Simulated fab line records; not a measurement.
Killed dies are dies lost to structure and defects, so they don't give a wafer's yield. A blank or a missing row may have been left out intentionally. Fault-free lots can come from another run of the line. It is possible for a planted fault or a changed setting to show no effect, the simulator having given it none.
A lot that was struck, set against a sound lot + flow sky130 + 15 out of 708 route steps
Sound: wafers L384.2, L384.3, L384.6. Struck: wafer L381.5. (L381.4, L381.6 of the same lot were not struck and are left out.) The cause comes at the end.
At each step with rows: each side's tool, then ch and its chambers, then its first start. Under that, the readings that differ: sound wafers + struck wafers + difference of the means + sigmas: that difference in standard deviations of wafers without a fault.
alike: readings with means less than 2 such deviations apart, plus words and numbers identical on both sides. not compared: withheld readings, readings lacking a value on some wafer, bounds such as >300 that could conceal the same value, and numbers that have no deviation in the record and whose values overlap.
A row with sigmas, a row that says differs or no value, or rows on one side alone: a step with any of these is where the two part. Numbers that don't overlap but have no deviation are shown without sigmas and don't part them. A reading that every wafer of one side lacks parts them only if that side has two wafers or more.

first, 1 step without rows for these wafers: SKY_LDD_P_IMPLANT_09.
SKY_LDD_P_STRIP_10: strips in O2/N2.
  sound on plasma asher-04 ch 0,1, day 24 15:30; struck on plasma asher-04 ch 1, day 23 10:53
| reading             | sound             | struck | difference | sigmas |
|---------------------|-------------------|--------|------------|--------|
| n2 flow sccm (sccm) | 300.4 300.3 300.7 | 298.7  | -1.8       | -2     |
  alike: drypump motor current A, oes product au, strip time to endpoint s
  not compared: rf hours counter h
SKY_LDD_P_TW_MEAS_11:
  sound on film metro-04, day 24 15:37; struck on film metro-02, day 23 10:59
  alike: LDD_P_TW
then, 7 steps without rows for these wafers: SKY_LDD_HVN_DEHYDRATE_00 (time 60 s); SKY_LDD_HVN_HMDS_01 (prime time 60 s); SKY_LDD_HVN_COAT_02 (resist thk 300 nm); SKY_LDD_HVN_SOFTBAKE_03 (time 60 s); SKY_LDD_HVN_EXPOSE_04 (exposes mask HVNTM, target cd 700 nm); SKY_LDD_HVN_PEB_05; SKY_LDD_HVN_DEVELOP_06 (develop time 60 s).
SKY_LDD_HVN_OVL_MEAS_07:
  sound on overlay-02, day 25 20:50; struck on overlay-01, day 24 16:46
  alike: LDD_HVN_OVL
then, 1 step without rows for these wafers: SKY_LDD_HVN_IMPLANT_08.
SKY_LDD_HVN_STRIP_09: strips in O2/N2.
  sound on plasma asher-02 ch 0,1, day 25 21:01; struck on plasma asher-03 ch 0, day 24 16:58
| reading             | sound             | struck | difference | sigmas |
|---------------------|-------------------|--------|------------|--------|
| n2 flow sccm (sccm) | 300.8 301.1 300.2 | 239.5  | -61.2      | -67    |
  alike: drypump motor current A, oes product au, strip time to endpoint s
  not compared: rf hours counter h
SKY_LDD_HVN_TW_MEAS_10:
  sound on film metro-04, day 25 21:08; struck on film metro-02, day 24 17:04
  alike: LDD_HVN_TW
then, 1 step without rows for these wafers: SKY_PAD_OPEN_PROBE_99.

WHERE THEY PART
At SKY_LDD_P_STRIP_10 first; at SKY_LDD_HVN_STRIP_09 last (within this record only). Later steps at which nothing parts them and some readings are alike: SKY_LDD_HVN_TW_MEAS_10.

WHY: the cause the simulator had injected
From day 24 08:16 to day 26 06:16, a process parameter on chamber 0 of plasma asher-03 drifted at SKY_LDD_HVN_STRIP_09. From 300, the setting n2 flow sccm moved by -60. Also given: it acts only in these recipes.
